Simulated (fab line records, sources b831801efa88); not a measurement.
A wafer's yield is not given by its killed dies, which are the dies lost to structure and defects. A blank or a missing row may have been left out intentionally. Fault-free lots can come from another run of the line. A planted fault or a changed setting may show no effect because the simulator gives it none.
What tool caused it? | flow sky130 | 13 lots with 37 wafers sampled at 4 steps, on a route of 708 steps

## WHAT THE GAUGES SHOWED, per wafer
SKY_FIELD_ISO_BOW_MEAS_00. Usual: INCOMING_BOW typically reads -1 um, with standard deviation 6.9.
lot  | measured    | on           | INCOMING_BOW (um) | flag
L181 | day 1 10:00 | filmMetro-02 | 3 3 -14           | 
L185 | day 2 06:00 | filmMetro-01 | 14 8 1            | 
L186 | day 2 11:00 | filmMetro-04 | 7 1 0             | 
L187 | day 2 16:00 | filmMetro-04 | 5 5 -5            | 
L188 | day 2 21:00 | filmMetro-04 | 7 -1 -12          | 
L189 | day 3 02:00 | filmMetro-04 | 7 -4 -1           | 
L190 | day 3 07:00 | filmMetro-01 | 11 2 11           | 
L191 | day 3 12:01 | filmMetro-04 | 14 3 -8           | 
L193 | day 3 22:02 | filmMetro-04 | -12 6             | 
L194 | day 4 03:02 | filmMetro-01 | -1 -3             | 
L202 | day 5 19:01 | filmMetro-02 | 6 9 1             | 
L203 | day 6 00:02 | filmMetro-01 | -7 -7 1           | 
L204 | day 6 05:01 | filmMetro-02 | 16 1 1            | 

SKY_FIELD_ISO_THK_MEAS_02. Usual: FIELD_ISO_OXIDATION_00_THK typically reads 12.07 nm, with standard deviation 0.23.
lot  | measured    | on           | FIELD_ISO_OXIDATION_00_THK (nm) | flag
L181 | day 1 13:21 | filmMetro-02 | 11.92 11.70 11.67               | 
L185 | day 2 07:38 | filmMetro-01 | 11.97 11.82 11.96               | 
L186 | day 2 13:53 | filmMetro-04 | 11.94 11.88 12.13               | 
L187 | day 2 18:09 | filmMetro-01 | 12.11 12.20 12.39               | 
L188 | day 2 22:52 | filmMetro-01 | 11.78 11.94 11.80               | 
L189 | day 3 04:52 | filmMetro-02 | 12.01 11.87 12.13               | 
L190 | day 3 08:38 | filmMetro-04 | 11.96 11.92 11.88               | 
L191 | day 3 13:38 | filmMetro-02 | 11.96 12.00 11.90               | 
L193 | day 3 23:47 | filmMetro-04 | 12.37 12.33                     | 
L194 | day 4 05:32 | filmMetro-02 | 12.12 12.22                     | 
L202 | day 5 21:28 | filmMetro-01 | 12.15 12.20 12.25               | 
L203 | day 6 01:40 | filmMetro-01 | 12.38 12.27 12.32               | 
L204 | day 6 07:26 | filmMetro-02 | 12.32 12.00 12.22               | 

SKY_NWELL_TW_MEAS_26. Usual: NWELL_2_TW typically reads 495, with standard deviation 3.5.
lot  | measured     | on           | NWELL_2_TW  | flag
L181 | day 5 06:39  | filmMetro-01 | 500 503 500 | 
L185 | day 6 09:48  | filmMetro-03 | 492 491 491 | 
L186 | day 6 14:24  | filmMetro-03 | 493 489 493 | 
L187 | day 6 20:27  | filmMetro-03 | 492 493 491 | 
L188 | day 7 02:54  | filmMetro-03 | 495 496 496 | 
L189 | day 7 08:21  | filmMetro-03 | 497 498 494 | 
L190 | day 7 12:57  | filmMetro-03 | 496 499 497 | 
L191 | day 7 21:01  | filmMetro-03 | 497 499 496 | 
L193 | day 8 07:32  | filmMetro-01 | 472 503     | 
L194 | day 8 13:40  | filmMetro-03 | 469 500     | 
L202 | day 10 12:01 | filmMetro-01 | 500 499 499 | 
L203 | day 10 19:01 | filmMetro-04 | 497 494 494 | 
L204 | day 11 03:04 | filmMetro-03 | 496 495 497 | 

## WHICH TOOL RAN EACH LOT (tool, then ch and the chambers of the sampled wafers, then the start)
lot  | SKY_NWELL_IMPLANT_24
L181 | implanter-03 ch 0, day 5 06:24
L185 | implanter-01 ch 0, day 6 09:33
L186 | implanter-03 ch 0, day 6 14:09
L187 | implanter-03 ch 0, day 6 20:12
L188 | implanter-03 ch 0, day 7 02:39
L189 | implanter-02 ch 0, day 7 08:06
L190 | implanter-01 ch 0, day 7 12:42
L191 | implanter-02 ch 0, day 7 20:46
L193 | implanter-02 ch 0, day 8 07:19
L194 | implanter-02 ch 0, day 8 13:27
L202 | implanter-01 ch 0, day 10 11:47
L203 | implanter-03 ch 0, day 10 18:48
L204 | implanter-03 ch 0, day 11 02:50
- SKY_NWELL_IMPLANT_24

## WHAT THE TOOLS THEMSELVES READ (means of the sampled wafers that have a number; where no wafer has one, the mark that the record gives instead)
SKY_NWELL_IMPLANT_24. Usual: beamOnS 10.00 s, standard deviation 0.19; faradayCurrentUA 51.9, standard deviation 1.
lot  | tool         | beamOnS (s) | faradayCurrentUA | flag
L181 | implanter-03 | 9.90        | 52.5             | 
L185 | implanter-01 | 9.98        | 51.9             | 
L186 | implanter-03 | 9.99        | 52.0             | 
L187 | implanter-03 | 9.99        | 52.0             | 
L188 | implanter-03 | 9.84        | 52.8             | 
L189 | implanter-02 | 9.96        | 52.0             | 
L190 | implanter-01 | 10.03       | 51.7             | 
L191 | implanter-02 | 9.98        | 52.2             | 
L193 | implanter-02 | 9.06        | 57.8             | OFF
L194 | implanter-02 | 9.05        | 58.0             | OFF
L202 | implanter-01 | 10.07       | 51.6             | 
L203 | implanter-03 | 9.76        | 53.2             | 
L204 | implanter-03 | 9.83        | 52.7             | 

## THE ANSWER, worked out from the rows above alone
Rule: a lot counts as off when the mean over its wafers that have a number is more than 3 standard deviations away from the usual mean. Also off: a lot with no number at a reading for which 4 or more lots have one. The other lots that the step has rows for count as sound. The gauges are gone through in route order, then the tools' own readings, and for those a lot's mean is taken as printed above. The first step at which some lot is off is used, and at that step the reading that is off furthest; a lot without a number counts as furthest.
Off: L193, L194, at SKY_NWELL_IMPLANT_24 (faradayCurrentUA).
A tool fits if, at that step or a process step before it, it ran every lot that is off, and no sound lot after the first of them. One fits: implanter-02 at SKY_NWELL_IMPLANT_24. Its last sound lot is L191 (day 7 20:46), its first lot that is off L193 (day 8 07:19): a fault that began between those two fits.
The tool's own readings at SKY_NWELL_IMPLANT_24 bear it out: on the lots that are off they differ by more than 5 times the standard deviation of the sound lots' means. beamOnS reads 9.05 s there against 9.94 s on the sound lots; faradayCurrentUA reads 57.9 there against 52.2 on the sound lots.

## WHAT THE SIMULATOR PUT IN
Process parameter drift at SKY_NWELL_IMPLANT_24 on implanter-02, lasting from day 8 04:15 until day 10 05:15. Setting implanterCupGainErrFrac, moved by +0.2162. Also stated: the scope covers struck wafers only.
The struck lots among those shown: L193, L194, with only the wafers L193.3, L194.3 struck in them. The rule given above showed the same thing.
